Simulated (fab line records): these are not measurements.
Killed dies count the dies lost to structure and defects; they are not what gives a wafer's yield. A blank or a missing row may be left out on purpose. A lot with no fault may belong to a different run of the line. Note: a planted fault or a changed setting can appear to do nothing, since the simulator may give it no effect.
fab line records    flow sky130
record lots=6  wafers=18  lastDay=48
route steps=708 shown DNWELL@35 PWDE@45 PAD_OPEN@708
lots untouched by any fault: they come from a run of this same line in which no faults occurred
startH: hours from the record's first day to the start of the lot's first wafer shown    waitH: how many hours have passed since the lot's step before this one    " the same as in the row above    L1.1+2: a row that stands for several wafers    - no value present, or no start provided    * or withheld: withheld    < > ~ a bound
route shown NAME@n: a module of which the file shows steps, and the number in the route of the first    usual: average and standard deviation across the fault-free wafers    same: alike in all rows    chamber/n: place in a boat    sites: readings site by site    _std_site: standard deviation of those values    _edge_site: mean of outer sites minus mean of inner sites    radiusMm: how far each site lies from the wafer's centre    mask NAME#n: copy n    behind: tool/chamber where the wafer was last shaped    hold: the reason the lot was held/the length of the hold in hours/how it ended    device: the transistor (n, p or np) that didn't switch    end of line: tests of these same wafers at the route's end    a step with no rows: only its recipe    killed: dies lost to structure and defects at the first sort, not the wafer's yield    map: a wafer's dies, marking killed ones x, the rest . and places with no die _
set.NAME: the run value of the setting; set.NAME@STEP: its run value at that earlier step    model.NAME: the simulator's own value behind a step, which no gauge read
lots at some steps of the route; a table a step, a row a wafer
services: the hour from which a tool's chamber was out of use, counted from the record's first day as startH (under 0 if before that day), plus the number of hours and why
## steps
# step SKY_DNWELL_DEHYDRATE_00
# recipe tempC=200  timeS=60
# step SKY_DNWELL_HMDS_01
# recipe primeTimeS=60  primeTempC=120
# step SKY_DNWELL_COAT_02
# recipe spinRpm=2000  resistThkNm=3000
# step SKY_DNWELL_SOFTBAKE_03
# recipe tempC=110  timeS=withheld
# step SKY_DNWELL_EXPOSE_04
# recipe maskId=DNM  na=0.57  targetCdNm=3000  doseMj=222
# step SKY_DNWELL_PEB_05
# recipe tempC=115  timeS=withheld
# step SKY_DNWELL_DEVELOP_06
# recipe wallAngleDeg=90  developer=TMAH  developTimeS=60  devTempC=23
# step SKY_DNWELL_IMPLANT_07
# recipe species=P  energyKev=withheld  doseCm2=withheld  tiltDeg=withheld
# step SKY_DNWELL_STRIP_08
# recipe chemistry=O2/N2  powerW=1400  pressureMtorr=1500  platenTempC=withheld  o2FlowSccm=3000  n2FlowSccm=300  overashFraction=0.5
# usual drypumpMotorCurrentA=5.8/0.49  oesProductAu=0.722/0.0046  stripTimeToEndpointS=36.95/0.1
lot.wafer  tool            chamber  startH  waitH  drypumpMotorCurrentA  oesProductAu  rfHoursCounterH  stripTimeToEndpointS
L729.2     plasmaAsher-02  0        53.53   0.1    4.9                   0.715         36               36.98
L729.3     "               0        "       "      4.8                   0.715         -                37.00
L729.5     "               0        "       "      4.8                   0.727         -                36.93
L732.1     plasmaAsher-03  0        66.83   0.1    6.0                   0.723         37               37.03
L732.3     "               0        "       "      6.0                   0.725         -                36.90
L732.5     "               1        "       "      5.7                   0.718         -                36.97
L733.2     plasmaAsher-01  1        89.10   0.1    6.3                   0.726         29               36.91
L733.3     "               0        "       "      6.2                   0.722         -                36.94
L733.4     "               1        "       "      6.3                   0.719         -                36.96
L736.1     plasmaAsher-02  1        95.01   0.1    5.7                   0.726         39               36.91
L736.4     "               1        "       "      5.7                   0.720         -                36.86
L736.6     "               0        "       "      4.9                   0.716         -                36.88
L739.3     plasmaAsher-02  0        102.68  0.1    4.9                   0.716         -                36.95
L739.4     "               1        "       "      5.7                   0.728         -                37.06
L739.6     "               0        "       "      4.9                   0.712         -                36.98
L744.1     plasmaAsher-01  1        132.16  0.1    6.3                   0.727         33               36.87
L744.3     "               0        "       "      6.2                   0.717         -                36.73
L744.4     "               1        "       "      6.4                   0.725         -                36.77
# step SKY_DNWELL_TW_MEAS_09
# usual DNWELL_TW=1110/7.8
lot.wafer  tool          chamber  startH  waitH  DNWELL_TW
L729.2     filmMetro-04  -        53.64   0.1    1114
L729.3     "             -        "       "      1119
L729.5     "             -        "       "      1124
L732.1     filmMetro-04  -        66.93   0.1    1125
L732.3     "             -        "       "      1125
L732.5     "             -        "       "      1127
L733.2     filmMetro-02  -        89.21   0.1    1110
L733.3     "             -        "       "      1107
L733.4     "             -        "       "      1116
L736.1     filmMetro-04  -        95.11   0.1    1107
L736.4     "             -        "       "      1108
L736.6     "             -        "       "      1107
L739.3     filmMetro-03  -        102.77  0.1    1107
L739.4     "             -        "       "      1099
L739.6     "             -        "       "      1106
L744.1     filmMetro-03  -        132.26  0.1    1110
L744.3     "             -        "       "      1112
L744.4     "             -        "       "      1112
# step SKY_PWDE_DEHYDRATE_00
# recipe tempC=200  timeS=60
# step SKY_PWDE_HMDS_01
# recipe primeTimeS=60  primeTempC=120
# step SKY_PWDE_COAT_02
# recipe spinRpm=2000  resistThkNm=3000
# usual resistLineTempC=23.01/0.1
lot.wafer  tool           chamber  startH  waitH  resistLineTempC  model.coat_of_PWDE_COAT_02.thkNm
L729.2     lithoTrack-02  0        61.38   0.1    22.93            2998
L729.3     "              0        "       "      23.06            2997
L729.5     "              0        "       "      23.05            2997
L732.1     lithoTrack-01  0        74.09   0.1    23.03            2997
L732.3     "              0        "       "      23.08            2997
L732.5     "              0        "       "      23.00            2994
L733.2     lithoTrack-03  0        97.70   0.1    23.08            3011
L733.3     "              0        "       "      23.01            3000
L733.4     "              0        "       "      23.16            2998
L736.1     lithoTrack-01  0        103.79  0.1    23.14            756
L736.4     "              0        "       "      23.17            755.7
L736.6     "              0        "       "      23.02            758.9
L739.3     lithoTrack-01  0        111.14  0.1    22.88            758.9
L739.4     "              0        "       "      23.00            759.5
L739.6     "              0        "       "      23.13            759.8
L744.1     lithoTrack-03  0        141.48  0.1    23.05            3010
L744.3     "              0        "       "      23.09            3014
L744.4     "              0        "       "      23.16            3014
# step SKY_PWDE_SOFTBAKE_03
# recipe tempC=110  timeS=withheld
# step SKY_PWDE_EXPOSE_04
# recipe maskId=PWDEM  na=0.6  sourceShape=conventional  sigmaOuter=0.6  polarization=unpolarized  targetCdNm=840  doseMj=214
# step SKY_PWDE_PEB_05
# recipe tempC=115  timeS=withheld
# step SKY_PWDE_DEVELOP_06
# recipe wallAngleDeg=90  developer=TMAH  developTimeS=60  devTempC=23
# usual resistLineTempC=23.02/0.11
lot.wafer  tool           chamber  startH  waitH  resistLineTempC  model.coat_of_PWDE_COAT_02.thkNm
L729.2     lithoTrack-02  0        -       -      22.99            2994
L729.3     "              0        "       "      22.98            2993
L729.5     "              0        "       "      22.96            2993
L732.1     lithoTrack-01  0        -       -      22.86            2992
L732.3     "              0        "       "      23.03            2993
L732.5     "              0        "       "      22.92            2989
L733.2     lithoTrack-01  0        -       -      23.06            3007
L733.3     "              0        "       "      23.15            2996
L733.4     "              0        "       "      23.19            2994
L736.1     lithoTrack-01  0        -       -      23.16            751.7
L736.4     "              0        "       "      23.04            751.5
L736.6     "              0        "       "      23.09            754.6
L739.3     lithoTrack-02  0        -       -      22.86            754.6
L739.4     "              0        "       "      23.02            755.2
L739.6     "              0        "       "      22.91            755.6
L744.1     lithoTrack-01  0        -       -      22.97            3006
L744.3     "              0        "       "      23.09            3009
L744.4     "              0        "       "      23.10            3010
# step SKY_PWDE_OVL_MEAS_07
# usual PWDE_OVL=0.4/1.5
lot.wafer  tool        chamber  startH  waitH  PWDE_OVL[nm]
L729.2     overlay-02  -        69.96   -      0.9
L729.3     "           -        "       "      -2.1
L729.5     "           -        "       "      1.4
L732.1     overlay-01  -        82.49   -      3.1
L732.3     "           -        "       "      0.2
L732.5     "           -        "       "      0.6
L733.2     overlay-02  -        106.74  -      2.3
L733.3     "           -        "       "      -0.8
L733.4     "           -        "       "      0.8
L736.1     overlay-02  -        112.39  -      1.2
L736.4     "           -        "       "      1.9
L736.6     "           -        "       "      0.1
L739.3     overlay-02  -        121.02  -      1.4
L739.4     "           -        "       "      1.2
L739.6     "           -        "       "      -0.9
L744.1     overlay-01  -        151.09  -      0.0
L744.3     "           -        "       "      -0.2
L744.4     "           -        "       "      -0.2
# step SKY_PWDE_IMPLANT_08
# recipe species=B  energyKev=150  doseCm2=3.6e+12  tiltDeg=withheld
# step SKY_PWDE_STRIP_09
# recipe chemistry=O2/N2  powerW=1400  pressureMtorr=1500  platenTempC=withheld  o2FlowSccm=3000  n2FlowSccm=300  overashFraction=0.5
# usual drypumpMotorCurrentA=5.5/0.37  oesProductAu=0.723/0.0043  stripTimeToEndpointS=36.95/0.1
lot.wafer  tool            chamber  startH  waitH  drypumpMotorCurrentA  oesProductAu  rfHoursCounterH  stripTimeToEndpointS
L729.2     plasmaAsher-04  1        70.14   0.1    5.6                   0.725         40               36.89
L729.3     "               0        "       "      5.4                   0.726         -                36.89
L729.5     "               0        "       "      5.4                   0.722         -                36.87
L732.1     plasmaAsher-04  0        82.67   0.1    5.4                   0.729         41               36.86
L732.3     "               0        "       "      5.5                   0.727         -                36.86
L732.5     "               1        "       "      5.6                   0.727         -                36.82
L733.2     plasmaAsher-02  1        106.92  0.1    5.7                   0.722         40               37.05
L733.3     "               1        "       "      5.7                   0.721         -                36.91
L733.4     "               0        "       "      4.9                   0.724         -                36.89
L736.1     plasmaAsher-02  1        112.57  0.1    5.7                   0.668         41               10.38
L736.4     "               0        "       "      4.9                   0.672         -                10.37
L736.6     "               1        "       "      5.7                   0.672         -                10.40
L739.3     plasmaAsher-03  1        121.23  0.1    5.7                   0.666         -                10.42
L739.4     "               0        "       "      6.0                   0.670         -                10.41
L739.6     "               1        "       "      5.7                   0.667         -                10.42
L744.1     plasmaAsher-02  1        151.27  0.1    5.7                   0.720         45               37.02
L744.3     "               0        "       "      4.9                   0.722         -                37.09
L744.4     "               1        "       "      5.7                   0.722         -                37.08
# step SKY_PWDE_TW_MEAS_10
# usual PWDE_TW=372.4/2
lot.wafer  tool          chamber  startH  waitH  PWDE_TW
L729.2     filmMetro-03  -        70.25   0.1    370.9
L729.3     "             -        "       "      372.2
L729.5     "             -        "       "      370.9
L732.1     filmMetro-04  -        82.77   0.1    372.7
L732.3     "             -        "       "      372.5
L732.5     "             -        "       "      372.7
L733.2     filmMetro-04  -        107.03  0.1    376.5
L733.3     "             -        "       "      376.3
L733.4     "             -        "       "      376.9
L736.1     filmMetro-02  -        112.67  0.1    371.6
L736.4     "             -        "       "      371.4
L736.6     "             -        "       "      370.8
L739.3     filmMetro-03  -        121.31  0.1    376.1
L739.4     "             -        "       "      373.3
L739.6     "             -        "       "      376.4
L744.1     filmMetro-03  -        151.37  0.1    370.8
L744.3     "             -        "       "      370.5
L744.4     "             -        "       "      370.0
# step SKY_PAD_OPEN_PROBE_99
# usual killed_at_M0_to_M3=42/7.4  killed_at_M4_up=3.3/2.1  killedAtContacts=24/5.3  killedAtFrontEnd=15/4.5  killedAtOther=0.3/0.57  killedDies=84/10  killedOnRim=17/3.8  killedOpen=46/7.5  killedShort=38/6.4
# same grossDies=492  killedAtBackSide=0
lot.wafer  tool       chamber  startH   waitH  killed_at_M0_to_M3  killed_at_M4_up  killedAtContacts  killedAtFrontEnd  killedAtOther  killedDies  killedOnRim  killedOpen  killedShort
L733.2     prober-02  -        1119.14  0.1    49                  7                24                14                2              96          16           53          43
L733.3     prober-02  -        1119.19  0.2    52                  3                21                13                0              89          14           41          48
L733.4     prober-02  -        1119.24  0.2    36                  4                27                15                0              82          12           44          37
L736.1     prober-01  -        1123.65  0.1    45                  6                18                422               0              491         95           50          34
L736.4     prober-01  -        1123.80  0.2    38                  4                23                427               0              492         96           51          32
L736.6     prober-01  -        1123.90  0.2    38                  3                29                422               0              492         96           40          46
L739.3     prober-02  -        1131.57  0.2    42                  4                30                416               0              492         96           51          42
L739.4     prober-02  -        1131.62  0.2    35                  3                23                431               0              492         96           51          29
L739.6     prober-02  -        1131.72  0.2    36                  4                22                430               0              492         96           42          42
L744.1     prober-02  -        1160.41  0.1    42                  1                22                8                 1              74          19           41          33
L744.3     prober-02  -        1160.51  0.2    33                  1                19                17                0              70          9            41          29
L744.4     prober-02  -        1160.56  0.2    46                  6                27                10                0              89          14           51          38
# killed by level:class
L733.2 VIA1:geometricParticle:open=13 VIA2:geometricParticle:open=10 CONTACT:geometricParticle:open=7 LI_CONTACT:geometricParticle:short=6 METAL2:geometricParticle:short=6 METAL4:geometricParticle:short=6 LI_CONTACT:geometricParticle:open=5 VIA3:geometricParticle:open=4
L733.3 METAL1:geometricParticle:short=10 VIA1:geometricParticle:open=8 CONTACT:geometricParticle:open=7 VIA2:geometricParticle:open=7 VIA1:geometricParticle:short=6 VIA3:geometricParticle:open=6 VIA3:geometricParticle:short=6 LOCAL_INTERCONNECT:geometricParticle:short=5
L733.4 CONTACT:geometricParticle:open=10 VIA1:geometricParticle:open=8 LOCAL_INTERCONNECT:geometricParticle:short=6 METAL1:geometricParticle:short=6 POLY_GATE:geometricParticle:open=5 LI_CONTACT:geometricParticle:open=5 VIA1:geometricParticle:short=4 CONTACT:geometricParticle:short=4
L736.1 PWDE:areaExpose=407 VIA1:geometricParticle:open=11 CONTACT:geometricParticle:open=10 VIA2:geometricParticle:open=8 VIA2:geometricParticle:short=7 VIA3:geometricParticle:open=5 FIELD_ISO:geometricParticle:open=3 SONOS_ONO:geometricParticle:open=3
L736.4 PWDE:areaExpose=409 CONTACT:geometricParticle:open=9 VIA3:geometricParticle:open=8 VIA1:geometricParticle:open=6 POLY_GATE:geometricParticle:open=6 VIA2:geometricParticle:open=6 FIELD_ISO:geometricParticle:open=5 LOCAL_INTERCONNECT:geometricParticle:short=5
L736.6 PWDE:areaExpose=406 CONTACT:geometricParticle:open=12 VIA1:geometricParticle:open=7 LOCAL_INTERCONNECT:geometricParticle:short=6 VIA2:geometricParticle:open=6 FIELD_ISO:geometricParticle:short=5 POLY_GATE:geometricParticle:short=5 LI_CONTACT:geometricParticle:short=5
L739.3 PWDE:areaExpose=399 VIA1:geometricParticle:open=12 CONTACT:geometricParticle:open=10 LI_CONTACT:geometricParticle:open=10 FIELD_ISO:geometricParticle:short=8 LOCAL_INTERCONNECT:geometricParticle:short=5 VIA3:geometricParticle:short=5 METAL2:geometricParticle:short=5
L739.4 PWDE:areaExpose=412 VIA3:geometricParticle:open=10 CONTACT:geometricParticle:open=8 VIA1:geometricParticle:open=7 FIELD_ISO:geometricParticle:open=6 LI_CONTACT:geometricParticle:open=5 CONTACT:geometricParticle:short=5 VIA2:geometricParticle:open=5
L739.6 PWDE:areaExpose=408 VIA1:geometricParticle:open=15 FIELD_ISO:geometricParticle:open=7 LI_CONTACT:geometricParticle:open=7 FIELD_ISO:geometricParticle:short=6 CONTACT:geometricParticle:open=5 POLY_GATE:geometricParticle:short=4 LOCAL_INTERCONNECT:geometricParticle:short=4
L744.1 VIA1:geometricParticle:open=11 CONTACT:geometricParticle:open=9 VIA1:geometricParticle:short=6 VIA3:geometricParticle:open=5 METAL1:geometricParticle:short=4 VIA2:geometricParticle:open=4 CONTACT:geometricParticle:short=3 LI_CONTACT:geometricParticle:open=3
L744.3 LI_CONTACT:geometricParticle:open=9 VIA1:geometricParticle:open=8 VIA1:geometricParticle:short=5 VIA3:geometricParticle:open=5 FIELD_ISO:geometricParticle:open=4 CONTACT:geometricParticle:open=4 METAL1:geometricParticle:short=4 FIELD_ISO:geometricParticle:short=3
L744.4 VIA1:geometricParticle:open=15 CONTACT:geometricParticle:open=10 LI_CONTACT:geometricParticle:open=8 METAL2:geometricParticle:short=7 VIA2:geometricParticle:open=6 METAL4:geometricParticle:short=5 CONTACT:geometricParticle:short=4 METAL1:geometricParticle:short=4
# map L736.4 (x killed, . not)
__________xxxxxxxxxx_________
________xxxxxxxxxxxxxx_______
______xxxxxxxxxxxxxxxxxx_____
_____xxxxxxxxxxxxxxxxxxxx____
____xxxxxxxxxxxxxxxxxxxxxx___
___xxxxxxxxxxxxxxxxxxxxxxxx__
__xxxxxxxxxxxxxxxxxxxxxxxxxx_
_xxxxxxxxxxxxxxxxxxxxxxxxxxxx
_xxxxxxxxxxxxxxxxxxxxxxxxxxxx
_xxxxxxxxxxxxxxxxxxxxxxxxxxxx
_xxxxxxxxxxxxxxxxxxxxxxxxxxxx
_xxxxxxxxxxxxxxxxxxxxxxxxxxxx
_xxxxxxxxxxxxxxxxxxxxxxxxxxxx
_xxxxxxxxxxxxxxxxxxxxxxxxxxxx
_xxxxxxxxxxxxxxxxxxxxxxxxxxxx
__xxxxxxxxxxxxxxxxxxxxxxxxxx_
___xxxxxxxxxxxxxxxxxxxxxxxx__
____xxxxxxxxxxxxxxxxxxxxxx___
_____xxxxxxxxxxxxxxxxxxxx____
______xxxxxxxxxxxxxxxxxx_____
________xxxxxxxxxxxxxx_______
__________xxxxxxxxxx_________
# map L739.3 (x killed, . not)
__________xxxxxxxxxx_________
________xxxxxxxxxxxxxx_______
______xxxxxxxxxxxxxxxxxx_____
_____xxxxxxxxxxxxxxxxxxxx____
____xxxxxxxxxxxxxxxxxxxxxx___
___xxxxxxxxxxxxxxxxxxxxxxxx__
__xxxxxxxxxxxxxxxxxxxxxxxxxx_
_xxxxxxxxxxxxxxxxxxxxxxxxxxxx
_xxxxxxxxxxxxxxxxxxxxxxxxxxxx
_xxxxxxxxxxxxxxxxxxxxxxxxxxxx
_xxxxxxxxxxxxxxxxxxxxxxxxxxxx
_xxxxxxxxxxxxxxxxxxxxxxxxxxxx
_xxxxxxxxxxxxxxxxxxxxxxxxxxxx
_xxxxxxxxxxxxxxxxxxxxxxxxxxxx
_xxxxxxxxxxxxxxxxxxxxxxxxxxxx
__xxxxxxxxxxxxxxxxxxxxxxxxxx_
___xxxxxxxxxxxxxxxxxxxxxxxx__
____xxxxxxxxxxxxxxxxxxxxxx___
_____xxxxxxxxxxxxxxxxxxxx____
______xxxxxxxxxxxxxxxxxx_____
________xxxxxxxxxxxxxx_______
__________xxxxxxxxxx_________
## services
tool            chamber  startH  hours  kind
plasmaAsher-02  -        68.15   7.5    repair
plasmaAsher-01  -        78.47   1.4    repair
plasmaAsher-04  -        91.42   2.5    repair
plasmaAsher-03  -        108.75  9.0    pm
plasmaAsher-03  0        108.75  9.0    ventCycle
plasmaAsher-03  1        108.75  9.0    ventCycle
plasmaAsher-03  0        117.75  -      clean
plasmaAsher-03  1        117.75  -      clean
## key
firstSign step=SKY_PWDE_STRIP_09  reading=stripTimeToEndpointS  direction=down  sigmas=99+  usual=*  struck=*
effect step=SKY_PWDE_STRIP_09  reading=oesProductAu  direction=down  sigmas=13  usual=0.723  struck=0.669
effect step=SKY_PAD_OPEN_PROBE_99  reading=killedAtFrontEnd  direction=up  sigmas=92  usual=15  struck=425
modelEffect step=SKY_PWDE_COAT_02  value=coat_of_PWDE_COAT_02.thkNm  without=2998  struck=758.1
modelEffect step=SKY_PWDE_DEVELOP_06  value=coat_of_PWDE_COAT_02.thkNm  without=2994  struck=753.9
moreKillsBornAt SKY_PWDE_EXPOSE_04@ilineStepper-01=1222  SKY_PWDE_EXPOSE_04@ilineStepper-02=1219
metAt SKY_PWDE_COAT_02
struckWafers L736.1,L736.4,L736.6,L739.3,L739.4,L739.6
testerLeftOut L736,L739
onsetBetween 74.09 103.79
alsoFits SKY_DNWELL_STRIP_08:plasmaAsher-02
fault kind=processParameterDrift  tool=lithoTrack-01  chamber=-  onsetH=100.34  steps=SKY_PWDE_COAT_02  channel=resistThkNm  offset=-2241.4  shape=step  endH=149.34  actsIn=theseRecipesOnly  stated=3000
# testerLeftOut: of these lots the tester's yield and bins aren't shown, on N5 and GAA mostly nor the transistor test; their killed dies are dies lost to structure and defects alone, not to doping, threshold or leakage, so they don't give the yield
